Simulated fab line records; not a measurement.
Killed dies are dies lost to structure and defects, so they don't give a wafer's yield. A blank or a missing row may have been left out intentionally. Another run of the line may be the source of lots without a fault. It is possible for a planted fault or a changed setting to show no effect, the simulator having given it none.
Which of the tools did it? :: flow sky130 :: Sampling: 11 lots, 33 wafers, 6 of 708 route steps

WHAT THE GAUGES SHOWED, per wafer
The record holds no reading of a measuring or inspecting step that can be judged against a usual standard deviation.

EACH LOT AND THE TOOL THAT RAN IT (in order: tool; ch and the chambers of the sampled wafers; start)
lot: L508
SKY_VIA2_CMP_24: cmp-02 ch 0,1, day 36 10:41
SKY_METAL3_SPUTTER_01: pvd-sputter-04, day 36 10:58
SKY_CAPM_SPUTTER_02: pvd-sputter-02, day 36 11:10
SKY_METAL3_METAL_ETCH_18: rie-metal-03 ch 0,1, day 38 15:28
SKY_METAL3_STRIP_19: plasma-asher-03 ch 0,1, day 38 15:37
SKY_PAD_OPEN_PROBE_99: -

lot: L509
SKY_VIA2_CMP_24: cmp-01 ch 1,2,3, day 36 23:35
SKY_METAL3_SPUTTER_01: pvd-sputter-01, day 36 23:55
SKY_CAPM_SPUTTER_02: pvd-sputter-02, day 37 00:07
SKY_METAL3_METAL_ETCH_18: rie-metal-03 ch 0,1, day 39 04:08
SKY_METAL3_STRIP_19: plasma-asher-03 ch 0,1, day 39 04:19
SKY_PAD_OPEN_PROBE_99: -

lot: L513
SKY_VIA2_CMP_24: cmp-02 ch 0,2,3, day 38 08:52
SKY_METAL3_SPUTTER_01: pvd-sputter-01, day 38 09:08
SKY_CAPM_SPUTTER_02: pvd-sputter-03, day 38 09:21
SKY_METAL3_METAL_ETCH_18: rie-metal-03 ch 1, day 40 11:37
SKY_METAL3_STRIP_19: plasma-asher-03 ch 0,1, day 40 11:58
SKY_PAD_OPEN_PROBE_99: -

lot: L514
SKY_VIA2_CMP_24: cmp-02 ch 0,2,3, day 38 18:32
SKY_METAL3_SPUTTER_01: pvd-sputter-01, day 38 18:46
SKY_CAPM_SPUTTER_02: pvd-sputter-03, day 38 18:59
SKY_METAL3_METAL_ETCH_18: rie-metal-03 ch 1, day 40 21:10
SKY_METAL3_STRIP_19: plasma-asher-03 ch 0,1, day 40 21:28
SKY_PAD_OPEN_PROBE_99: -

lot: L515
SKY_VIA2_CMP_24: cmp-01 ch 1,2,3, day 38 22:55
SKY_METAL3_SPUTTER_01: pvd-sputter-02, day 38 23:08
SKY_CAPM_SPUTTER_02: pvd-sputter-03, day 38 23:21
SKY_METAL3_METAL_ETCH_18: rie-metal-03 ch 1, day 41 00:10
SKY_METAL3_STRIP_19: plasma-asher-01 ch 0,1, day 41 00:28
SKY_PAD_OPEN_PROBE_99: -

lot: L516
SKY_VIA2_CMP_24: cmp-02 ch 2,3, day 39 06:37
SKY_METAL3_SPUTTER_01: pvd-sputter-02, day 39 06:56
SKY_CAPM_SPUTTER_02: pvd-sputter-03, day 39 07:09
SKY_METAL3_METAL_ETCH_18: rie-metal-03 ch 1, day 41 08:41
SKY_METAL3_STRIP_19: plasma-asher-04 ch 0,1, day 41 08:57
SKY_PAD_OPEN_PROBE_99: -

lot: L525
SKY_VIA2_CMP_24: cmp-02 ch 0,1,2, day 41 13:20
SKY_METAL3_SPUTTER_01: pvd-sputter-04, day 41 13:36
SKY_CAPM_SPUTTER_02: pvd-sputter-01, day 41 13:49
SKY_METAL3_METAL_ETCH_18: rie-metal-02 ch 0,1, day 43 12:15
SKY_METAL3_STRIP_19: plasma-asher-04 ch 0,1, day 43 12:26
SKY_PAD_OPEN_PROBE_99: prober-01, day 49 20:25

lot: L527
SKY_VIA2_CMP_24: cmp-01 ch 0,1,2, day 41 22:56
SKY_METAL3_SPUTTER_01: pvd-sputter-01, day 41 23:12
SKY_CAPM_SPUTTER_02: pvd-sputter-02, day 41 23:25
SKY_METAL3_METAL_ETCH_18: rie-metal-02 ch 0,1, day 43 21:47
SKY_METAL3_STRIP_19: plasma-asher-03 ch 0,1, day 43 21:58
SKY_PAD_OPEN_PROBE_99: -

lot: L528
SKY_VIA2_CMP_24: cmp-01 ch 0,1,2, day 42 05:02
SKY_METAL3_SPUTTER_01: pvd-sputter-02, day 42 05:19
SKY_CAPM_SPUTTER_02: pvd-sputter-01, day 42 05:32
SKY_METAL3_METAL_ETCH_18: rie-metal-03 ch 1, day 44 04:40
SKY_METAL3_STRIP_19: plasma-asher-01 ch 0,1, day 44 04:56
SKY_PAD_OPEN_PROBE_99: -

lot: L529
SKY_VIA2_CMP_24: cmp-01 ch 0,1,3, day 42 17:04
SKY_METAL3_SPUTTER_01: pvd-sputter-04, day 42 17:17
SKY_CAPM_SPUTTER_02: pvd-sputter-02, day 42 17:29
SKY_METAL3_METAL_ETCH_18: rie-metal-03 ch 0,1, day 44 15:38
SKY_METAL3_STRIP_19: plasma-asher-01 ch 0,1, day 44 15:47
SKY_PAD_OPEN_PROBE_99: -

lot: L531
SKY_VIA2_CMP_24: cmp-02 ch 0,2,3, day 43 13:10
SKY_METAL3_SPUTTER_01: pvd-sputter-04, day 43 13:23
SKY_CAPM_SPUTTER_02: pvd-sputter-03, day 43 13:36
SKY_METAL3_METAL_ETCH_18: rie-metal-03 ch 0,1, day 45 10:25
SKY_METAL3_STRIP_19: plasma-asher-01 ch 0,1, day 45 10:35
SKY_PAD_OPEN_PROBE_99: -
- SKY_VIA2_CMP_24: polishes, stops on SiO2, t overpolish 20 s, target thk 0 nm.
- SKY_METAL3_SPUTTER_01: material TiN, target thk 20 nm, time 16.7 s.
- SKY_CAPM_SPUTTER_02: material TiN, target thk 200 nm, time 166.7 s.
- SKY_METAL3_METAL_ETCH_18: etches the open film in Cl2/BCl3, stops on SiO2, target depth 845 nm, time 183.1 s.
- SKY_METAL3_STRIP_19: strips in O2/N2.
- SKY_PAD_OPEN_PROBE_99

AS READ BY THE TOOLS THEMSELVES (means over the sampled wafers that have a number; for cases with no such wafer, the mark the record gives instead)
SKY_VIA2_CMP_24. Usual: motor-current-A 10.9 A, standard deviation 0.98; overpolish-run-s 20.000 s, standard deviation 0.0091; time-to-endpoint-s 99 s, standard deviation 3.7.
lot: L508
tool: cmp-02
motor-current-A (A): 10.9
overpolish-run-s (s): 20.008
time-to-endpoint-s (s): 101
flag: 

lot: L509
tool: cmp-01
motor-current-A (A): 11.7
overpolish-run-s (s): 20.002
time-to-endpoint-s (s): 102
flag: 

lot: L513
tool: cmp-02
motor-current-A (A): 9.9
overpolish-run-s (s): 20.008
time-to-endpoint-s (s): 97
flag: 

lot: L514
tool: cmp-02
motor-current-A (A): 10.0
overpolish-run-s (s): 19.993
time-to-endpoint-s (s): 97
flag: 

lot: L515
tool: cmp-01
motor-current-A (A): 11.6
overpolish-run-s (s): 20.001
time-to-endpoint-s (s): 99
flag: 

lot: L516
tool: cmp-02
motor-current-A (A): 9.1
overpolish-run-s (s): 19.995
time-to-endpoint-s (s): 94
flag: 

lot: L525
tool: cmp-02
motor-current-A (A): 10.2
overpolish-run-s (s): 19.993
time-to-endpoint-s (s): 99
flag: 

lot: L527
tool: cmp-01
motor-current-A (A): 11.2
overpolish-run-s (s): 20.000
time-to-endpoint-s (s): 100
flag: 

lot: L528
tool: cmp-01
motor-current-A (A): 11.3
overpolish-run-s (s): 20.000
time-to-endpoint-s (s): 101
flag: 

lot: L529
tool: cmp-01
motor-current-A (A): 11.0
overpolish-run-s (s): 20.000
time-to-endpoint-s (s): 99
flag: 

lot: L531
tool: cmp-02
motor-current-A (A): 9.8
overpolish-run-s (s): 19.999
time-to-endpoint-s (s): 99
flag: 

SKY_METAL3_SPUTTER_01. Usual: throttle-valve-pct reads 30.4 % (standard deviation 1.1).
lot: L508
tool: pvd-sputter-04
throttle-valve-pct (%): 30.7
flag: 

lot: L509
tool: pvd-sputter-01
throttle-valve-pct (%): 29.6
flag: 

lot: L513
tool: pvd-sputter-01
throttle-valve-pct (%): 30.2
flag: 

lot: L514
tool: pvd-sputter-01
throttle-valve-pct (%): 29.6
flag: 

lot: L515
tool: pvd-sputter-02
throttle-valve-pct (%): 31.1
flag: 

lot: L516
tool: pvd-sputter-02
throttle-valve-pct (%): 30.5
flag: 

lot: L525
tool: pvd-sputter-04
throttle-valve-pct (%): 31.3
flag: 

lot: L527
tool: pvd-sputter-01
throttle-valve-pct (%): 29.9
flag: 

lot: L528
tool: pvd-sputter-02
throttle-valve-pct (%): 31.4
flag: 

lot: L529
tool: pvd-sputter-04
throttle-valve-pct (%): 31.8
flag: 

lot: L531
tool: pvd-sputter-04
throttle-valve-pct (%): 32.1
flag: 

SKY_CAPM_SPUTTER_02. Usual: throttle-valve-pct reads 29.8 % (standard deviation 0.87).
lot: L508
tool: pvd-sputter-02
throttle-valve-pct (%): 30.5
flag: 

lot: L509
tool: pvd-sputter-02
throttle-valve-pct (%): 30.0
flag: 

lot: L513
tool: pvd-sputter-03
throttle-valve-pct (%): 29.4
flag: 

lot: L514
tool: pvd-sputter-03
throttle-valve-pct (%): 29.3
flag: 

lot: L515
tool: pvd-sputter-03
throttle-valve-pct (%): 29.5
flag: 

lot: L516
tool: pvd-sputter-03
throttle-valve-pct (%): 29.2
flag: 

lot: L525
tool: pvd-sputter-01
throttle-valve-pct (%): 29.1
flag: 

lot: L527
tool: pvd-sputter-02
throttle-valve-pct (%): 30.4
flag: 

lot: L528
tool: pvd-sputter-01
throttle-valve-pct (%): 29.9
flag: 

lot: L529
tool: pvd-sputter-02
throttle-valve-pct (%): 30.5
flag: 

lot: L531
tool: pvd-sputter-03
throttle-valve-pct (%): 29.1
flag: 

SKY_METAL3_METAL_ETCH_18. Usual: bias-w 48.48 W, standard deviation 0.13; drypump-motor-current-A 5.9 A, standard deviation 0.46; oes-product-au 0.867 a.u., standard deviation 0.0069; run-length-s 211.4 s, standard deviation 0.8; throttle-valve-pct 22.265 %, standard deviation 0.0091.
lot: L508
tool: rie-metal-03
bias-w (W): 48.57
drypump-motor-current-A (A): 5.5
oes-product-au (a.u.): 0.869
run-length-s (s): 211.5
throttle-valve-pct (%): 22.265
flag: 

lot: L509
tool: rie-metal-03
bias-w (W): 48.56
drypump-motor-current-A (A): 5.3
oes-product-au (a.u.): 0.880
run-length-s (s): 211.4
throttle-valve-pct (%): 22.263
flag: 

lot: L513
tool: rie-metal-03
bias-w (W): 48.55
drypump-motor-current-A (A): 5.7
oes-product-au (a.u.): 0.870
run-length-s (s): 211.3
throttle-valve-pct (%): 22.265
flag: 

lot: L514
tool: rie-metal-03
bias-w (W): 48.44
drypump-motor-current-A (A): 5.7
oes-product-au (a.u.): 0.872
run-length-s (s): 211.4
throttle-valve-pct (%): 22.268
flag: 

lot: L515
tool: rie-metal-03
bias-w (W): -
drypump-motor-current-A (A): 5.7
oes-product-au (a.u.): 0.987
run-length-s (s): 190.5
throttle-valve-pct (%): 22.260
flag: OFF

lot: L516
tool: rie-metal-03
bias-w (W): -
drypump-motor-current-A (A): 5.7
oes-product-au (a.u.): 0.984
run-length-s (s): 190.4
throttle-valve-pct (%): 22.273
flag: OFF

lot: L525
tool: rie-metal-02
bias-w (W): 48.47
drypump-motor-current-A (A): 6.4
oes-product-au (a.u.): 0.864
run-length-s (s): 210.7
throttle-valve-pct (%): 22.262
flag: 

lot: L527
tool: rie-metal-02
bias-w (W): 48.45
drypump-motor-current-A (A): 6.4
oes-product-au (a.u.): 0.868
run-length-s (s): 210.7
throttle-valve-pct (%): 22.267
flag: 

lot: L528
tool: rie-metal-03
bias-w (W): 48.49
drypump-motor-current-A (A): 5.7
oes-product-au (a.u.): 0.865
run-length-s (s): 211.3
throttle-valve-pct (%): 22.272
flag: 

lot: L529
tool: rie-metal-03
bias-w (W): 48.39
drypump-motor-current-A (A): 5.3
oes-product-au (a.u.): 0.863
run-length-s (s): 211.4
throttle-valve-pct (%): 22.266
flag: 

lot: L531
tool: rie-metal-03
bias-w (W): 48.40
drypump-motor-current-A (A): 5.3
oes-product-au (a.u.): 0.861
run-length-s (s): 211.5
throttle-valve-pct (%): 22.269
flag: 

SKY_METAL3_STRIP_19. Usual: drypump-motor-current-A 5.9 A, standard deviation 0.48; oes-product-au 0.499 a.u., standard deviation 0.0062; strip-time-to-endpoint-s 6.48 s, standard deviation 0.084.
lot: L508
tool: plasma-asher-03
drypump-motor-current-A (A): 5.9
oes-product-au (a.u.): 0.501
strip-time-to-endpoint-s (s): 6.51
flag: 

lot: L509
tool: plasma-asher-03
drypump-motor-current-A (A): 5.9
oes-product-au (a.u.): 0.500
strip-time-to-endpoint-s (s): 6.48
flag: 

lot: L513
tool: plasma-asher-03
drypump-motor-current-A (A): 5.9
oes-product-au (a.u.): 0.499
strip-time-to-endpoint-s (s): 6.45
flag: 

lot: L514
tool: plasma-asher-03
drypump-motor-current-A (A): 6.1
oes-product-au (a.u.): 0.498
strip-time-to-endpoint-s (s): 6.50
flag: 

lot: L515
tool: plasma-asher-01
drypump-motor-current-A (A): 6.0
oes-product-au (a.u.): 0.521
strip-time-to-endpoint-s (s): 7.11
flag: OFF

lot: L516
tool: plasma-asher-04
drypump-motor-current-A (A): 6.2
oes-product-au (a.u.): 0.520
strip-time-to-endpoint-s (s): 6.97
flag: OFF

lot: L525
tool: plasma-asher-04
drypump-motor-current-A (A): 5.8
oes-product-au (a.u.): 0.499
strip-time-to-endpoint-s (s): 6.43
flag: 

lot: L527
tool: plasma-asher-03
drypump-motor-current-A (A): 6.1
oes-product-au (a.u.): 0.498
strip-time-to-endpoint-s (s): 6.45
flag: 

lot: L528
tool: plasma-asher-01
drypump-motor-current-A (A): 5.9
oes-product-au (a.u.): 0.500
strip-time-to-endpoint-s (s): 6.47
flag: 

lot: L529
tool: plasma-asher-01
drypump-motor-current-A (A): 6.0
oes-product-au (a.u.): 0.496
strip-time-to-endpoint-s (s): 6.44
flag: 

lot: L531
tool: plasma-asher-01
drypump-motor-current-A (A): 5.6
oes-product-au (a.u.): 0.496
strip-time-to-endpoint-s (s): 6.51
flag: 

SKY_PAD_OPEN_PROBE_99. Usual: defect-limited-yield 82.6 %, standard deviation 1.7; killed_at_M0_to_M3 42, standard deviation 6.4; killed_at_M4_up 3.2, standard deviation 1.9; killed-at-contacts 24, standard deviation 4.8; killed-at-front-end 16, standard deviation 4.4; killed-at-other 0.3, standard deviation 0.55; killed-dies 86, standard deviation 8.6; killed-open 46, standard deviation 6.6; killed-short 39, standard deviation 5.7; sort_bin_3_pad_short 0.8 %, standard deviation 0.41; sort_bin_5_function 10.3 %, standard deviation 1.5; sort_bin_6_memory 6.3 %, standard deviation 1; sort-n-pass 406, standard deviation 8.6; sort-yield-pct 82.6 %, standard deviation 1.7.
lot: L525
tool: prober-01
defect-limited-yield (%): 82.6
killed_at_M0_to_M3: 45
killed_at_M4_up: 2.3
killed-at-contacts: 26
killed-at-front-end: 12
killed-at-other: 0.0
killed-dies: 86
killed-open: 46
killed-short: 39
sort_bin_3_pad_short (%): 0.9
sort_bin_5_function (%): 10.2
sort_bin_6_memory (%): 6.4
sort-n-pass: 406
sort-yield-pct (%): 82.6
flag: 

THE ANSWER, worked out from the rows above alone
Rule: take the mean of a lot's wafers that have a number; if it is more than 3 standard deviations from the usual mean, the lot is off. A lot without any number at a reading at which 4 lots or more have one is off too. Where the step has rows for the other lots, those lots are counted as sound. First the gauges in route order, then the tools' own readings, where a lot's mean is used as printed above. At the first step where some lot is off, the reading lying furthest off is the one used; lots without a number count as furthest.
Off: L515, L516, at SKY_METAL3_METAL_ETCH_18 (bias-w). Without a number there: L515, L516.
A tool fits if, at that step or a process step before it, it ran every lot that is off, and no sound lot after the first of them. Of those tried, none fits.

WHAT THE SIMULATOR PUT IN
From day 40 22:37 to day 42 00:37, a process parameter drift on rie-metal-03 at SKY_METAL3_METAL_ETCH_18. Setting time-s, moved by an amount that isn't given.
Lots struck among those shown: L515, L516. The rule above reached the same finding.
